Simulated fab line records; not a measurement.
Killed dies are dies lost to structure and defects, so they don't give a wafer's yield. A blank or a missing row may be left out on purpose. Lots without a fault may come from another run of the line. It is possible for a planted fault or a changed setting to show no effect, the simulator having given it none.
Chamber matching || flow sky130 || 4 sister chambers for SKY_VIA1_CMP_02 on cmp-02
The step polishes SiO2. 8 wafers are shown with their chamber, then 12 later ones without.

== WAFERS WITH THEIR CHAMBER ==
{"wafer": "L078.4", "chamber": 0, "motor current A (A)": 10.2, "edge zone pressure frac": 0.994}
{"wafer": "L082.5", "chamber": 0, "motor current A (A)": 10.8, "edge zone pressure frac": 0.996}
{"wafer": "L081.6", "chamber": 3, "motor current A (A)": 12.0, "edge zone pressure frac": 1.000}
{"wafer": "L085.3", "chamber": 1, "motor current A (A)": 10.6, "edge zone pressure frac": 0.996}
{"wafer": "L085.5", "chamber": 2, "motor current A (A)": 12.1, "edge zone pressure frac": 1.001}
{"wafer": "L086.2", "chamber": 2, "motor current A (A)": 12.0, "edge zone pressure frac": 1.000}
{"wafer": "L086.3", "chamber": 1, "motor current A (A)": 10.7, "edge zone pressure frac": 1.002}
{"wafer": "L086.4", "chamber": 3, "motor current A (A)": 11.9, "edge zone pressure frac": 1.003}

== WAFERS WITH NO CHAMBER GIVEN ==
{"wafer": "L090.4", "motor current A (A)": 11.8, "edge zone pressure frac": 0.995}
{"wafer": "L090.5", "motor current A (A)": 10.3, "edge zone pressure frac": 0.999}
{"wafer": "L090.6", "motor current A (A)": 12.5, "edge zone pressure frac": 0.996}
{"wafer": "L094.3", "motor current A (A)": 10.7, "edge zone pressure frac": 1.010}
{"wafer": "L094.4", "motor current A (A)": 11.6, "edge zone pressure frac": 0.988}
{"wafer": "L094.6", "motor current A (A)": 10.8, "edge zone pressure frac": 1.004}
{"wafer": "L092.3", "motor current A (A)": 12.1, "edge zone pressure frac": 1.001}
{"wafer": "L092.4", "motor current A (A)": 11.6, "edge zone pressure frac": 1.004}
{"wafer": "L092.5", "motor current A (A)": 12.3, "edge zone pressure frac": 1.005}
{"wafer": "L096.2", "motor current A (A)": 11.6, "edge zone pressure frac": 1.007}
{"wafer": "L096.4", "motor current A (A)": 11.2, "edge zone pressure frac": 0.998}
{"wafer": "L096.5", "motor current A (A)": 10.4, "edge zone pressure frac": 1.000}

== THE CHAMBER EACH PASSED THROUGH ==
{"wafer": "L090.4", "from the rows above": "can't be placed: 2 or 3", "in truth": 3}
{"wafer": "L090.5", "from the rows above": "can't be placed: 1 or 0", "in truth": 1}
{"wafer": "L090.6", "from the rows above": "can't be placed: 2 or 3", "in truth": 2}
{"wafer": "L094.3", "from the rows above": "can't be placed: 1 or 0", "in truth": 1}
{"wafer": "L094.4", "from the rows above": "can't be placed: 2 or 3 or 0 or 1", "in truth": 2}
{"wafer": "L094.6", "from the rows above": "can't be placed: 1 or 0", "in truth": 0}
{"wafer": "L092.3", "from the rows above": "can't be placed: 2 or 3", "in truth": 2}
{"wafer": "L092.4", "from the rows above": "can't be placed: 3 or 2", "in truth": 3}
{"wafer": "L092.5", "from the rows above": "can't be placed: 3 or 2", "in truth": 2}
{"wafer": "L096.2", "from the rows above": "can't be placed: 3 or 2", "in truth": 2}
{"wafer": "L096.4", "from the rows above": "can't be placed: 1 or 0 or 3 or 2", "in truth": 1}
{"wafer": "L096.5", "from the rows above": "can't be placed: 1 or 0", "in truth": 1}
0 of 12 placed correctly. Cannot be placed on the basis of these rows: 12; the candidates contain the true chamber in 12. 0 placed wrongly.
How it was worked out, from the rows above alone: a wafer's distance from a chamber is the root of the sum, over the readings, of the square of ((its reading less the chamber's mean) divided by the reading's scatter). If the next closest chamber is less than 2 further off than the closest, the wafer can't be placed; otherwise it belongs to the closest. The mean given for a chamber averages the wafers shown for that chamber. The scatter: take each reading less its chamber's mean, square it, sum over the shown wafers, divide by the number of wafers less the number of chambers, and take the root.
